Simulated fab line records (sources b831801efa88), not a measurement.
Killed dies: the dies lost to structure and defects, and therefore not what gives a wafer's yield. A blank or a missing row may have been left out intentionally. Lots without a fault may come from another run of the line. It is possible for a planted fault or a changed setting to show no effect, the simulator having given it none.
fab line records	flow gf180mcu
record: lots: 5	wafers: 23
route steps=602 shown DUAL_GATE@147 HV_LDD@182 NSD@244
startH: hours from the record's opening day to when the first of the lot's shown wafers began	waitH: hours since the lot's step before	" identical to the entry in the row above	L1.1+2: a single row standing in for several wafers	- no value, or no start was given	* or withheld: withheld	< > ~ a bound
route shown NAME@n: a module of which the file shows steps, and the number in the route of the first	usual: mean and standard deviation over wafers with no fault	same: alike in all rows	chamber/n: place in a boat	sites: readings site by site	_std_site: standard deviation across them	_edge_site: inner sites' mean taken away from outer sites' mean	radiusMm: for every site, how far away it sits from the centre of the wafer	mask NAME#n: copy n	behind: the most recent tool/chamber to have shaped the wafer	hold: reason for holding the lot/hours on hold/outcome of the hold	device: transistor that didn't switch, given as n, p or np	end of line: at the end of the route, the tests of the same wafers	a step with no rows: only its recipe	killed: at the first sort, the dies lost to defects and structure; wafer yield is something else	map: per-die view of a wafer (x killed, . not killed, _ where there is no die)
set.NAME: setting as actually run; set.NAME@STEP: the setting as run at that earlier step	model.NAME: the simulator's own value behind a step, which no gauge read
lots with deliberately changed settings; one table per step, one row per wafer
== steps ==
step: GF_DUAL_GATE_COAT_06
recipe: resist: NOVOLAK	spinRpm: 3000	resistThkNm: 1000
lot.wafer	tool	chamber	startH	waitH	set.spinRpm	model.NOVOLAK_of_DUAL_GATE_COAT_06.thkNm
L074.1	lithoTrack-01	0	165.89	0.1	3187	968.6
L074.2	"	0	"	"	3187	968.9
L074.3	"	0	"	"	3187	968.5
L074.4	"	0	"	"	3000	999.3
L074.5	"	0	"	"	3000	997.7
L077.1	lithoTrack-04	0	188.03	0.1	3000	1001
L077.2	"	0	"	"	3132	982
L077.4	"	0	"	"	3000	1000
L077.5	"	0	"	"	3132	983.4
L077.6	"	0	"	"	3132	980.6
L081.1	lithoTrack-01	0	215.14	0.1	3000	998.3
L081.2	"	0	"	"	3000	994.3
L081.3	"	0	"	"	3000	993.6
L081.5	"	0	"	"	3000	997.3
L081.6	"	0	"	"	3000	995.5
L082.2	lithoTrack-01	0	218.92	0.1	3000	1000
L082.3	"	0	"	"	3000	997.5
L082.5	"	0	"	"	3000	999.7
L084.1	lithoTrack-03	0	239.64	0.1	3000	992.2
L084.2	"	0	"	"	3000	994.5
L084.3	"	0	"	"	2894	1009
L084.4	"	0	"	"	2894	1012
L084.5	"	0	"	"	2894	1011
step: GF_DUAL_GATE_STRIP_13
recipe: chemistry: O2/N2	powerW: 1400	pressureMtorr: 1500	platenTempC: 250	o2FlowSccm: 3000	n2FlowSccm: 300	overashFraction: 0.5
usual: oesProductAu: 0.715/0.0051	stripTimeToEndpointS: 12.61/0.04
lot.wafer	tool	chamber	startH	waitH	set.powerW	set.spinRpm@DUAL_GATE_COAT_06	oesProductAu	stripTimeToEndpointS
L074.1	plasmaAsher-01	1	174.66	0.0	1456	3187	0.724	11.89
L074.2	"	0	"	"	1456	3187	0.726	11.88
L074.3	"	0	"	"	1400	3187	0.709	12.26
L074.4	"	1	"	"	1400	3000	0.719	12.63
L074.5	"	1	"	"	1456	3000	0.734	12.21
L077.1	plasmaAsher-03	1	197.24	0.0	1400	3000	0.718	12.63
L077.2	"	0	"	"	1400	3132	0.716	12.42
L077.4	"	1	"	"	1289	3000	0.689	13.43
L077.5	"	0	"	"	1289	3132	0.690	13.21
L077.6	"	1	"	"	1289	3132	0.673	13.16
L081.1	plasmaAsher-04	1	224.31	0.0	1400	3000	0.722	12.60
L081.2	"	0	"	"	1400	3000	0.722	12.57
L081.3	"	1	"	"	1400	3000	0.711	12.55
L081.5	"	1	"	"	1357	3000	0.700	12.84
L081.6	"	0	"	"	1357	3000	0.706	12.82
L082.2	plasmaAsher-04	1	227.54	0.0	1400	3000	0.710	12.62
L082.3	"	0	"	"	1400	3000	0.720	12.61
L082.5	"	0	"	"	1400	3000	0.719	12.61
L084.1	plasmaAsher-04	1	249.29	0.0	1452	3000	0.723	12.17
L084.2	"	0	"	"	1400	3000	0.719	12.57
L084.3	"	0	"	"	1452	2894	0.721	12.37
L084.4	"	1	"	"	1400	2894	0.711	12.76
L084.5	"	1	"	"	1400	2894	0.722	12.75
step: GF_HV_LDD_DEVELOP_06
recipe: developTimeS: 60	devTempC: 23
lot.wafer	tool	chamber	startH	waitH	set.developTimeS
L074.1+2+4	lithoTrack-02	0	214.85	0.1	64.29
L074.3+5	"	0	"	"	60
L077.1+2+4+5+6	lithoTrack-04	0	237.42	0.1	60
L081.1+5	lithoTrack-03	0	266.44	0.1	60
L081.2+3+6	"	0	"	"	65.33
L082.2+3+5	lithoTrack-03	0	269.56	0.1	60
L084.1+2+4	lithoTrack-02	0	292.40	0.1	51.91
L084.3+5	"	0	"	"	60
step: GF_HV_LDD_CD_MEAS_07
recipe: targetCdNm: 400
usual: cdNm: 399.8/2.4
lot.wafer	tool	chamber	startH	waitH	set.developTimeS@HV_LDD_DEVELOP_06	cdNm
L074.1	cdSem-01	-	215.00	0.1	64.29	402.6
L074.2	"	-	"	"	64.29	401.3
L074.3	"	-	"	"	60	395.1
L074.4	"	-	"	"	64.29	399.2
L074.5	"	-	"	"	60	395.4
L077.1	cdSem-02	-	237.57	0.1	60	402.1
L077.2	"	-	"	"	60	400.3
L077.4	"	-	"	"	60	401.2
L077.5	"	-	"	"	60	398.6
L077.6	"	-	"	"	60	402.0
L081.1	cdSem-01	-	266.59	0.1	60	400.0
L081.2	"	-	"	"	65.33	407.9
L081.3	"	-	"	"	65.33	407.2
L081.5	"	-	"	"	60	402.0
L081.6	"	-	"	"	65.33	408.9
L082.2	cdSem-01	-	269.71	0.1	60	397.1
L082.3	"	-	"	"	60	396.9
L082.5	"	-	"	"	60	395.7
L084.1	cdSem-02	-	292.55	0.1	51.91	383.7
L084.2	"	-	"	"	51.91	386.0
L084.3	"	-	"	"	60	399.3
L084.4	"	-	"	"	51.91	383.7
L084.5	"	-	"	"	60	400.6
step: GF_HV_LDD_COAT_14
recipe: resist: NOVOLAK	spinRpm: 3000	resistThkNm: 1000
lot.wafer	tool	chamber	startH	waitH	set.spinRpm	model.NOVOLAK_of_HV_LDD_COAT_14.thkNm
L074.1+5	lithoTrack-03	0	224.19	0.1	3000	1001
L074.2	"	0	"	"	3209	969.6
L074.3	"	0	"	"	3209	964.2
L074.4	"	0	"	"	3000	1000
L077.1+5+6	lithoTrack-03	0	245.99	0.1	3000	1001
L077.2	"	0	"	"	3000	1002
L077.4	"	0	"	"	3000	999.3
L081.1+2	lithoTrack-04	0	276.47	0.1	3000	1001
L081.3	"	0	"	"	3000	999.1
L081.5	"	0	"	"	3000	1000
L081.6	"	0	"	"	3000	998.8
L082.2	lithoTrack-04	0	279.35	0.1	3000	994.8
L082.3	"	0	"	"	3000	996.6
L082.5	"	0	"	"	3000	998
L084.1	lithoTrack-04	0	303.17	0.1	3000	998.9
L084.2	"	0	"	"	3000	1001
L084.3	"	0	"	"	2942	1008
L084.4+5	"	0	"	"	2942	1011
step: GF_HV_LDD_DEVELOP_18
recipe: developTimeS: 60	devTempC: 23
lot.wafer	tool	chamber	startH	waitH	set.devTempC
L074.1+5	lithoTrack-03	0	233.59	0.1	20.14
L074.2+3+4	"	0	"	"	23
L077.1+2+4+5+6	lithoTrack-03	0	255.34	0.1	23
L081.1+2+3+5+6	lithoTrack-04	0	285.57	0.1	23
L082.2+3+5	lithoTrack-02	0	289.58	0.1	23
L084.1+5	lithoTrack-02	0	313.75	0.1	23
L084.2+3+4	"	0	"	"	19.74
step: GF_HV_LDD_CD_MEAS_19
recipe: targetCdNm: 400
usual: cdNm: 400.6/1.9
lot.wafer	tool	chamber	startH	waitH	set.devTempC@HV_LDD_DEVELOP_18	cdNm
L074.1	cdSem-02	-	233.82	0.2	20.14	409.1
L074.2	"	-	"	"	23	399.6
L074.3	"	-	"	"	23	404.0
L074.4	"	-	"	"	23	399.1
L074.5	"	-	"	"	20.14	410.1
L077.1	cdSem-02	-	255.49	0.1	23	398.9
L077.2	"	-	"	"	23	402.2
L077.4	"	-	"	"	23	400.6
L077.5	"	-	"	"	23	401.6
L077.6	"	-	"	"	23	400.6
L081.1	cdSem-02	-	285.72	0.1	23	402.3
L081.2	"	-	"	"	23	399.4
L081.3	"	-	"	"	23	400.5
L081.5	"	-	"	"	23	401.6
L081.6	"	-	"	"	23	399.4
L082.2	cdSem-02	-	289.72	0.1	23	401.2
L082.3	"	-	"	"	23	402.6
L082.5	"	-	"	"	23	401.1
L084.1	cdSem-02	-	313.90	0.1	23	401.3
L084.2	"	-	"	"	19.74	412.7
L084.3	"	-	"	"	19.74	409.8
L084.4	"	-	"	"	19.74	409.9
L084.5	"	-	"	"	23	399.8
step: GF_HV_LDD_IMPLANT_21
recipe: species: BF2	energyKev: 25	doseCm2: 5e+13	tiltDeg: 7
step: GF_HV_LDD_STRIP_22
recipe: chemistry: O2/N2	powerW: 1400	pressureMtorr: 1500	platenTempC: 250	o2FlowSccm: 3000	n2FlowSccm: 300	overashFraction: 0.5
usual: stripTimeToEndpointS: 12.61/0.031
lot.wafer	tool	chamber	startH	waitH	set.spinRpm@HV_LDD_COAT_14	stripTimeToEndpointS
L074.1	plasmaAsher-01	1	234.13	0.1	3000	12.63
L074.2	"	0	"	"	3209	12.27
L074.3	"	0	"	"	3209	12.22
L074.4	"	1	"	"	3000	12.62
L074.5	"	0	"	"	3000	12.64
L077.1	plasmaAsher-03	0	255.79	0.1	3000	12.63
L077.2	"	1	"	"	3000	12.65
L077.4	"	1	"	"	3000	12.63
L077.5	"	1	"	"	3000	12.66
L077.6	"	0	"	"	3000	12.65
L081.1	plasmaAsher-02	1	286.03	0.1	3000	12.64
L081.2	"	0	"	"	3000	12.63
L081.3	"	0	"	"	3000	12.60
L081.5	"	0	"	"	3000	12.63
L081.6	"	1	"	"	3000	12.61
L082.2	plasmaAsher-01	1	290.01	0.1	3000	12.58
L082.3	"	1	"	"	3000	12.58
L082.5	"	0	"	"	3000	12.60
L084.1	plasmaAsher-01	1	314.21	0.1	3000	12.61
L084.2	"	0	"	"	3000	12.65
L084.3	"	0	"	"	2942	12.73
L084.4	"	1	"	"	2942	12.75
L084.5	"	1	"	"	2942	12.76
step: GF_HV_LDD_DEVELOP_30
recipe: developTimeS: 60	devTempC: 23
lot.wafer	tool	chamber	startH	waitH	set.developTimeS
L074.1+2+3+4+5	lithoTrack-02	0	252.25	0.1	60
L077.1+2+5	lithoTrack-02	0	274.60	0.1	60
L077.4+6	"	0	"	"	52.58
L081.1+3	lithoTrack-03	0	305.84	0.1	64.1
L081.2+5+6	"	0	"	"	60
L082.2+3+5	lithoTrack-03	0	310.41	0.1	60
L084.1+3	lithoTrack-03	0	335.59	0.1	52.27
L084.2+4+5	"	0	"	"	60
step: GF_HV_LDD_CD_MEAS_31
recipe: targetCdNm: 400
usual: cdNm: 399.1/2.1
lot.wafer	tool	chamber	startH	waitH	set.developTimeS@HV_LDD_DEVELOP_30	cdNm
L074.1	cdSem-02	-	252.40	0.1	60	403.0
L074.2	"	-	"	"	60	402.6
L074.3	"	-	"	"	60	404.3
L074.4	"	-	"	"	60	402.5
L074.5	"	-	"	"	60	402.2
L077.1	cdSem-01	-	274.75	0.1	60	398.1
L077.2	"	-	"	"	60	395.6
L077.4	"	-	"	"	52.58	385.3
L077.5	"	-	"	"	60	398.8
L077.6	"	-	"	"	52.58	384.8
L081.1	cdSem-01	-	305.99	0.1	64.1	403.5
L081.2	"	-	"	"	60	399.7
L081.3	"	-	"	"	64.1	402.4
L081.5	"	-	"	"	60	399.8
L081.6	"	-	"	"	60	398.9
L082.2	cdSem-01	-	310.56	0.1	60	400.6
L082.3	"	-	"	"	60	398.4
L082.5	"	-	"	"	60	399.9
L084.1	cdSem-01	-	335.74	0.1	52.27	385.0
L084.2	"	-	"	"	60	398.6
L084.3	"	-	"	"	52.27	385.4
L084.4	"	-	"	"	60	398.4
L084.5	"	-	"	"	60	398.4
step: GF_HV_LDD_IMPLANT_33
recipe: species: P	energyKev: 60	doseCm2: 7.5e+12	tiltDeg: 30	rotationDeg: 0
lot.wafer	tool	chamber	startH	waitH	set.doseCm2
L074.1+2+3	implanter-02	0	252.56	0.0	7.5e+12
L074.4+5	"	0	"	"	8.477e+12
L077.1+4+5	implanter-01	0	274.91	0.0	6.555e+12
L077.2+6	"	0	"	"	7.5e+12
L081.1+6	implanter-01	0	306.14	0.0	7.5e+12
L081.2+3+5	"	0	"	"	6.621e+12
L082.2+3+5	implanter-01	0	310.72	0.0	7.5e+12
L084.1+3+5	implanter-01	0	335.89	0.0	8.29e+12
L084.2+4	"	0	"	"	7.5e+12
step: GF_HV_LDD_IMPLANT_34
recipe: species: P	energyKev: 58.98	doseCm2: 7.5e+12	tiltDeg: 30	rotationDeg: 90
step: GF_HV_LDD_IMPLANT_35
recipe: species: P	energyKev: 60	doseCm2: 7.5e+12	tiltDeg: 30	rotationDeg: 180
step: GF_HV_LDD_IMPLANT_36
recipe: species: P	energyKev: 60	doseCm2: 7.061e+12	tiltDeg: 30	rotationDeg: 270
step: GF_HV_LDD_STRIP_37
recipe: chemistry: O2/N2	powerW: 1400	pressureMtorr: 1500	platenTempC: 250	o2FlowSccm: 3000	n2FlowSccm: 300	overashFraction: 0.5
step: GF_HV_LDD_TW_MEAS_38
usual: HV_LDD_3_TW: 1422/6.3
lot.wafer	tool	chamber	startH	waitH	set.doseCm2@HV_LDD_IMPLANT_33	HV_LDD_3_TW
L074.1	filmMetro-02	-	253.26	0.1	7.5e+12	1423
L074.2	"	-	"	"	7.5e+12	1420
L074.3	"	-	"	"	7.5e+12	1418
L074.4	"	-	"	"	8.477e+12	1442
L074.5	"	-	"	"	8.477e+12	1437
L077.1	filmMetro-01	-	275.61	0.1	6.555e+12	1408
L077.2	"	-	"	"	7.5e+12	1416
L077.4	"	-	"	"	6.555e+12	1405
L077.5	"	-	"	"	6.555e+12	1403
L077.6	"	-	"	"	7.5e+12	1416
L081.1	filmMetro-01	-	306.84	0.1	7.5e+12	1428
L081.2	"	-	"	"	6.621e+12	1410
L081.3	"	-	"	"	6.621e+12	1412
L081.5	"	-	"	"	6.621e+12	1412
L081.6	"	-	"	"	7.5e+12	1430
L082.2	filmMetro-01	-	311.40	0.1	7.5e+12	1416
L082.3	"	-	"	"	7.5e+12	1419
L082.5	"	-	"	"	7.5e+12	1425
L084.1	filmMetro-01	-	336.59	0.1	8.29e+12	1431
L084.2	"	-	"	"	7.5e+12	1422
L084.3	"	-	"	"	8.29e+12	1431
L084.4	"	-	"	"	7.5e+12	1424
L084.5	"	-	"	"	8.29e+12	1428
step: GF_HV_LDD_IMPLANT_48
recipe: species: B	energyKev: 25	doseCm2: 3e+13	tiltDeg: 7
lot.wafer	tool	chamber	startH	waitH	set.doseCm2
L074.1+3+5	implanter-02	0	272.64	0.0	3e+13
L074.2+4	"	0	"	"	3.172e+13
L077.1+2+4+5+6	implanter-02	0	295.23	0.0	3e+13
L081.1+2+3	implanter-01	0	327.38	0.0	3e+13
L081.5+6	"	0	"	"	2.838e+13
L082.2+3+5	implanter-02	0	332.18	0.0	3e+13
L084.1+2+3	implanter-02	0	358.23	0.0	3e+13
L084.4+5	"	0	"	"	3.152e+13
step: GF_HV_LDD_STRIP_49
recipe: chemistry: O2/N2	powerW: 1400	pressureMtorr: 1500	platenTempC: 250	o2FlowSccm: 3000	n2FlowSccm: 300	overashFraction: 0.5
step: GF_HV_LDD_TW_MEAS_50
usual: HV_LDD_4_TW: 566.6/2.1
lot.wafer	tool	chamber	startH	waitH	set.doseCm2@HV_LDD_IMPLANT_48	HV_LDD_4_TW
L074.1	filmMetro-03	-	272.89	0.1	3e+13	562.1
L074.2	"	-	"	"	3.172e+13	575.2
L074.3	"	-	"	"	3e+13	566.8
L074.4	"	-	"	"	3.172e+13	575.5
L074.5	"	-	"	"	3e+13	565.4
L077.1	filmMetro-01	-	295.48	0.1	3e+13	570.0
L077.2	"	-	"	"	3e+13	569.2
L077.4	"	-	"	"	3e+13	565.9
L077.5	"	-	"	"	3e+13	570.9
L077.6	"	-	"	"	3e+13	565.8
L081.1	filmMetro-01	-	327.63	0.1	3e+13	569.4
L081.2	"	-	"	"	3e+13	565.6
L081.3	"	-	"	"	3e+13	567.0
L081.5	"	-	"	"	2.838e+13	557.5
L081.6	"	-	"	"	2.838e+13	557.0
L082.2	filmMetro-01	-	332.42	0.1	3e+13	570.2
L082.3	"	-	"	"	3e+13	565.5
L082.5	"	-	"	"	3e+13	567.6
L084.1	filmMetro-01	-	358.48	0.1	3e+13	567.6
L084.2	"	-	"	"	3e+13	568.3
L084.3	"	-	"	"	3e+13	567.6
L084.4	"	-	"	"	3.152e+13	578.3
L084.5	"	-	"	"	3.152e+13	577.7
step: GF_HV_LDD_CLEAN_51
recipe: chemistry: SC1/SC2	mix: 1:4:20	tempC: 70	timeS: 150	dry: n2Spin
step: GF_HV_LDD_RTA_52
recipe: tempC: 1000	timeS: 10	ambient: N2
step: GF_HV_LDD_RS_MEAS_53
recipe: thkMeasGauge: four-point-probe
usual: HV_LDD_RS: 427.0/0.89
lot.wafer	tool	chamber	startH	waitH	set.doseCm2@HV_LDD_IMPLANT_33	HV_LDD_RS[ohm/sq]
L074.1	filmMetro-01	-	273.07	0.1	7.5e+12	426.3
L074.2	"	-	"	"	7.5e+12	428.7
L074.3	"	-	"	"	7.5e+12	428.4
L074.4	"	-	"	"	8.477e+12	425.8
L074.5	"	-	"	"	8.477e+12	425.5
L077.1	filmMetro-03	-	295.66	0.1	6.555e+12	430.3
L077.2	"	-	"	"	7.5e+12	428.4
L077.4	"	-	"	"	6.555e+12	430.8
L077.5	"	-	"	"	6.555e+12	430.4
L077.6	"	-	"	"	7.5e+12	427.2
L081.1	filmMetro-03	-	327.80	0.1	7.5e+12	426.9
L081.2	"	-	"	"	6.621e+12	430.1
L081.3	"	-	"	"	6.621e+12	429.4
L081.5	"	-	"	"	6.621e+12	428.6
L081.6	"	-	"	"	7.5e+12	426.9
L082.2	filmMetro-02	-	332.61	0.1	7.5e+12	426.8
L082.3	"	-	"	"	7.5e+12	426.1
L082.5	"	-	"	"	7.5e+12	426.3
L084.1	filmMetro-03	-	358.72	0.1	8.29e+12	423.6
L084.2	"	-	"	"	7.5e+12	425.8
L084.3	"	-	"	"	8.29e+12	424.3
L084.4	"	-	"	"	7.5e+12	426.2
L084.5	"	-	"	"	8.29e+12	424.9
step: GF_NSD_IMPLANT_09
recipe: species: As	energyKev: 60	doseCm2: 4e+15	tiltDeg: 7
lot.wafer	tool	chamber	startH	waitH	set.energyKev	model.implant.rpNm	model.implant.drpNm
L074.1+2+3+4+5	implanter-01	0	295.66	0.0	60	36.8	16.15
L077.1+2+4+5+6	implanter-02	0	319.15	0.0	60	36.78	16.15
L081.1+3	implanter-02	0	352.90	0.0	60	37.54	16.15
L081.2+5+6	"	0	"	"	65.06	40.18	17.18
L082.2+3+5	implanter-02	0	357.58	0.0	60	37.56	16.15
L084.1+4	implanter-04	0	384.31	0.0	63.4	39.03	16.85
L084.2+3+5	"	0	"	"	60	37.27	16.15
step: GF_NSD_IMPLANT_10
recipe: species: P	energyKev: 40	doseCm2: 5e+14	tiltDeg: 7
step: GF_NSD_STRIP_11
recipe: chemistry: O2/N2	powerW: 1400	pressureMtorr: 1500	platenTempC: 250	o2FlowSccm: 3000	n2FlowSccm: 300	overashFraction: 0.5
usual: stripTimeToEndpointS: 22.77/0.042
lot.wafer	tool	chamber	startH	waitH	set.energyKev@NSD_IMPLANT_09	stripTimeToEndpointS
L074.1	plasmaAsher-01	0	295.96	0.1	60	22.76
L074.2	"	1	"	"	60	22.75
L074.3	"	0	"	"	60	22.75
L074.4	"	1	"	"	60	22.71
L074.5	"	1	"	"	60	22.75
L077.1	plasmaAsher-01	1	319.45	0.1	60	22.79
L077.2	"	0	"	"	60	22.77
L077.4	"	1	"	"	60	22.76
L077.5	"	1	"	"	60	22.81
L077.6	"	0	"	"	60	22.80
L081.1	plasmaAsher-04	0	353.20	0.1	60	22.75
L081.2	"	1	"	"	65.06	23.45
L081.3	"	1	"	"	60	22.75
L081.5	"	1	"	"	65.06	23.41
L081.6	"	0	"	"	65.06	23.46
L082.2	plasmaAsher-04	0	357.86	0.1	60	22.85
L082.3	"	1	"	"	60	22.85
L082.5	"	0	"	"	60	22.83
L084.1	plasmaAsher-04	0	384.61	0.1	63.4	23.25
L084.2	"	1	"	"	60	22.77
L084.3	"	0	"	"	60	22.75
L084.4	"	1	"	"	63.4	23.20
L084.5	"	0	"	"	60	22.70
step: GF_NSD_TW_MEAS_12
usual: NSD_TW: 4253/36
lot.wafer	tool	chamber	startH	waitH	set.energyKev@NSD_IMPLANT_09	NSD_TW
L074.1	filmMetro-03	-	296.06	0.1	60	4216
L074.2	"	-	"	"	60	4243
L074.3	"	-	"	"	60	4211
L074.4	"	-	"	"	60	4227
L074.5	"	-	"	"	60	4239
L077.1	filmMetro-04	-	319.55	0.1	60	4316
L077.2	"	-	"	"	60	4288
L077.4	"	-	"	"	60	4301
L077.5	"	-	"	"	60	4303
L077.6	"	-	"	"	60	4275
L081.1	filmMetro-02	-	353.30	0.1	60	4232
L081.2	"	-	"	"	65.06	4305
L081.3	"	-	"	"	60	4252
L081.5	"	-	"	"	65.06	4329
L081.6	"	-	"	"	65.06	4308
L082.2	filmMetro-03	-	357.97	0.1	60	4236
L082.3	"	-	"	"	60	4218
L082.5	"	-	"	"	60	4234
L084.1	filmMetro-04	-	384.71	0.1	63.4	4316
L084.2	"	-	"	"	60	4256
L084.3	"	-	"	"	60	4275
L084.4	"	-	"	"	63.4	4321
L084.5	"	-	"	"	60	4256
== key ==
split: step: GF_DUAL_GATE_COAT_06	setting: spinRpm	stated: 3000	by: wafer
response: step: GF_DUAL_GATE_COAT_06	reading: model.NOVOLAK_of_DUAL_GATE_COAT_06.thkNm	change: -4.66	per: 1%	r: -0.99
response: step: GF_DUAL_GATE_STRIP_13	reading: stripTimeToEndpointS	slope: *	per: 1%	togetherWith: powerW@DUAL_GATE_STRIP_13	explained: 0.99
split: step: GF_DUAL_GATE_STRIP_13	setting: powerW	stated: 1400	by: wafer
response: step: GF_DUAL_GATE_STRIP_13	reading: oesProductAu	change: +0.00373	per: 1%	r: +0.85
response: step: GF_DUAL_GATE_STRIP_13	reading: stripTimeToEndpointS	change: *	per: 1%	r: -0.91
split: step: GF_HV_LDD_DEVELOP_06	setting: developTimeS	stated: 60	by: wafer
response: step: GF_HV_LDD_CD_MEAS_07	reading: cdNm	change: +1	per: 1%	r: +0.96
split: step: GF_HV_LDD_COAT_14	setting: spinRpm	stated: 3000	by: wafer
response: step: GF_HV_LDD_COAT_14	reading: model.NOVOLAK_of_HV_LDD_COAT_14.thkNm	change: -4.86	per: 1%	r: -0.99
response: step: GF_HV_LDD_STRIP_22	reading: stripTimeToEndpointS	change: *	per: 1%	r: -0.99
split: step: GF_HV_LDD_DEVELOP_18	setting: devTempC	stated: 23	by: wafer
response: step: GF_HV_LDD_CD_MEAS_19	reading: cdNm	change: -0.71	per: 1%	r: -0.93
split: step: GF_HV_LDD_DEVELOP_30	setting: developTimeS	stated: 60	by: wafer
response: step: GF_HV_LDD_CD_MEAS_31	reading: cdNm	change: +0.954	per: 1%	r: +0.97
split: step: GF_HV_LDD_IMPLANT_33	setting: doseCm2	stated: 7.5e+12	by: wafer
response: step: GF_HV_LDD_TW_MEAS_38	reading: HV_LDD_3_TW	change: +1.15	per: 1%	r: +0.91
response: step: GF_HV_LDD_RS_MEAS_53	reading: HV_LDD_RS	change: -0.191	per: 1%	r: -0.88
split: step: GF_HV_LDD_IMPLANT_48	setting: doseCm2	stated: 3e+13	by: wafer
response: step: GF_HV_LDD_TW_MEAS_50	reading: HV_LDD_4_TW	change: +1.9	per: 1%	r: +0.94
split: step: GF_NSD_IMPLANT_09	setting: energyKev	stated: 60	by: wafer
response: step: GF_NSD_IMPLANT_09	reading: model.implant.rpNm	change: +0.312	per: 1%	r: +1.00
response: step: GF_NSD_IMPLANT_09	reading: model.implant.drpNm	change: +0.122	per: 1%	r: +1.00
response: step: GF_NSD_STRIP_11	reading: stripTimeToEndpointS	change: *	per: 1%	r: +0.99
response: step: GF_NSD_TW_MEAS_12	reading: NSD_TW	change: +8.99	per: 1%	r: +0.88
